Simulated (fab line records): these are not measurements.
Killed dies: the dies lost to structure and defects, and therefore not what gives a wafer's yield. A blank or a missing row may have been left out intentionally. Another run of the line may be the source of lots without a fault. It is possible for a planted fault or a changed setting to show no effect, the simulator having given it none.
Which tool is to blame? | flow sky130 | Sampling: 15 lots, 45 wafers, 4 of 708 route steps

== WHAT EACH GAUGE READ, for each wafer ==
SKY_VT_ADJUST_PCH_OVL_MEAS_07. Usual: VT_ADJUST_PCH_OVL typically reads -0.4 nm, with standard deviation 1.3.
lot  | measured     | on         | VT_ADJUST_PCH_OVL (nm) | flag
L131 | day 10 05:22 | overlay-02 | -1.8 0.2 -0.9          | 
L132 | day 10 16:45 | overlay-02 | -0.4 -1.2 1.2          | 
L137 | day 12 03:16 | overlay-01 | -1.0 -4.3 -0.9         | 
L138 | day 12 12:31 | overlay-01 | 1.0 -1.4 0.3           | 
L139 | day 12 20:57 | overlay-02 | 0.2 0.1 -0.5           | 
L143 | day 13 23:43 | overlay-02 | -1.0 0.1 -0.6          | 
L144 | day 14 08:07 | overlay-01 | 1.8 0.6 2.9            | 
L147 | day 15 12:55 | overlay-01 | 0.2 -1.1 -1.2          | 
L148 | day 16 04:18 | overlay-02 | -1.5 0.8 -1.3          | 
L149 | day 16 04:36 | overlay-02 | 1.6 0.3 -1.9           | 
L150 | day 16 06:05 | overlay-02 | 0.4 0.8 1.6            | 
L151 | day 16 15:40 | overlay-02 | -0.3 -1.8 -1.8         | 
L152 | day 17 00:00 | overlay-02 | -1.5 -0.8 -0.9         | 
L153 | day 17 10:24 | overlay-02 | 0.5 0.7 -0.4           | 
L154 | day 17 16:55 | overlay-01 | 2.7 0.7 2.3            | 

SKY_SD_N_CD_MEAS_07 targets a cd of 380 nm. Usual: cdNm 379.9 nm, standard deviation 2.6.
lot  | measured     | on       | cdNm (nm)         | flag
L131 | day 28 03:51 | cdSem-02 | 377.7 378.6 379.2 | 
L132 | day 28 08:06 | cdSem-01 | 379.1 379.8 380.5 | 
L143 | day 31 16:32 | cdSem-01 | 376.9 377.9 376.8 | 
L144 | day 32 02:53 | cdSem-01 | 380.2 377.5 376.0 | 
L147 | day 33 09:54 | cdSem-02 | 382.2 379.8 378.6 | 
L148 | day 34 01:09 | cdSem-02 | 380.6 380.0 378.5 | 
L149 | day 34 03:19 | cdSem-02 | 381.6 380.2 382.7 | 
L150 | day 34 02:18 | cdSem-02 | 382.6 380.5 379.8 | 
L151 | day 34 08:01 | cdSem-02 | 379.6 379.7 380.1 | 
L152 | day 34 20:45 | cdSem-02 | 380.8 380.8 382.5 | 
L153 | day 35 00:41 | cdSem-02 | 382.4 382.2 383.6 | 
L154 | day 35 08:38 | cdSem-01 | 382.1 384.7 383.8 | 

SKY_CONTACT_RS_MEAS_25: a four-point-probe measurement. Usual: CONTACT_W_RS typically reads 0.338 ohm/sq, with standard deviation 0.0047.
lot  | measured     | on           | CONTACT_W_RS (ohm/sq) | flag
L131 | day 31 19:56 | filmMetro-01 | 0.330 0.331 0.337     | 
L132 | day 32 01:51 | filmMetro-03 | 0.338 0.339 0.336     | 
L143 | day 35 06:56 | filmMetro-03 | 0.327 0.337 0.327     | 
L144 | day 35 14:28 | filmMetro-04 | 0.343 0.342 0.344     | 
L147 | day 36 20:06 | filmMetro-03 | 0.337 0.341 0.337     | 
L148 | day 37 13:40 | filmMetro-04 | 0.338 0.340 0.339     | 
L149 | day 37 15:53 | filmMetro-03 | 0.337 0.340 0.334     | 
L150 | day 37 14:56 | filmMetro-04 | 0.338 0.337 0.334     | 
L151 | day 37 18:46 | filmMetro-03 | 0.340 0.336 0.338     | 
L152 | day 38 07:10 | filmMetro-04 | 0.334 0.335 0.340     | 
L153 | day 38 13:30 | filmMetro-01 | 0.341 0.340 0.334     | 
L154 | day 38 19:38 | filmMetro-03 | 0.344 0.338 0.337     | 

== EACH LOT AND THE TOOL THAT RAN IT (in order: tool; ch and the chambers of the sampled wafers; start) ==
lot  | SKY_SONOS_TUNNEL_DEVELOP_06
L131 | lithoTrack-01 ch 0, day 11 04:05
L132 | lithoTrack-01 ch 0, day 11 14:56
L137 | lithoTrack-02, day 13 02:03
L138 | lithoTrack-03, day 13 11:37
L139 | lithoTrack-03, day 13 21:16
L143 | lithoTrack-02 ch 0, day 15 00:54
L144 | lithoTrack-02 ch 0, day 15 10:18
L147 | lithoTrack-03 ch 0, day 16 17:52
L148 | lithoTrack-02 ch 0, day 17 09:54
L149 | lithoTrack-03 ch 0, day 17 10:33
L150 | lithoTrack-01 ch 0, day 17 10:48
L151 | lithoTrack-03 ch 0, day 17 21:54
L152 | lithoTrack-03 ch 0, day 18 06:07
L153 | lithoTrack-02 ch 0, day 18 15:30
L154 | lithoTrack-03 ch 0, day 18 22:40
- SKY_SONOS_TUNNEL_DEVELOP_06: develop time 60 s.

== WHAT THE TOOLS THEMSELVES READ (means of the sampled wafers that have a number; where no wafer has one, the mark that the record gives instead) ==
SKY_SONOS_TUNNEL_DEVELOP_06. Usual: chillPlateTempC 23.00 C, standard deviation 0.11.
lot  | tool          | chillPlateTempC (C) | flag
L131 | lithoTrack-01 | 22.84               | 
L132 | lithoTrack-01 | 22.99               | 
L137 | lithoTrack-02 | -                   | OFF
L138 | lithoTrack-03 | -                   | OFF
L139 | lithoTrack-03 | -                   | OFF
L143 | lithoTrack-02 | 23.00               | 
L144 | lithoTrack-02 | 22.96               | 
L147 | lithoTrack-03 | 23.05               | 
L148 | lithoTrack-02 | 22.93               | 
L149 | lithoTrack-03 | 23.17               | 
L150 | lithoTrack-01 | 23.11               | 
L151 | lithoTrack-03 | 23.03               | 
L152 | lithoTrack-03 | 22.92               | 
L153 | lithoTrack-02 | 23.09               | 
L154 | lithoTrack-03 | 23.11               | 

== THE ANSWER, worked out from the rows above alone ==
Rule: lot off if the mean of its wafers having a number is beyond 3 standard deviations from the usual mean. A lot without any number at a reading at which 4 lots or more have one is off too. All remaining lots with rows at the step are treated as sound. After the gauges, taken in route order, come the tools' own readings; for these a lot's mean is taken, as printed above. The first step at which some lot is off is used, and at that step the reading that is off furthest; a lot without a number counts as furthest.
Off at SKY_SONOS_TUNNEL_DEVELOP_06 (chillPlateTempC): L137, L138, L139. Without a number there: L137, L138, L139.
A tool fits if, at that step or a process step before it, it ran every lot that is off, and no sound lot after the first of them. No candidate that was tried fits.

== WHAT WAS PUT IN BY THE SIMULATOR ==
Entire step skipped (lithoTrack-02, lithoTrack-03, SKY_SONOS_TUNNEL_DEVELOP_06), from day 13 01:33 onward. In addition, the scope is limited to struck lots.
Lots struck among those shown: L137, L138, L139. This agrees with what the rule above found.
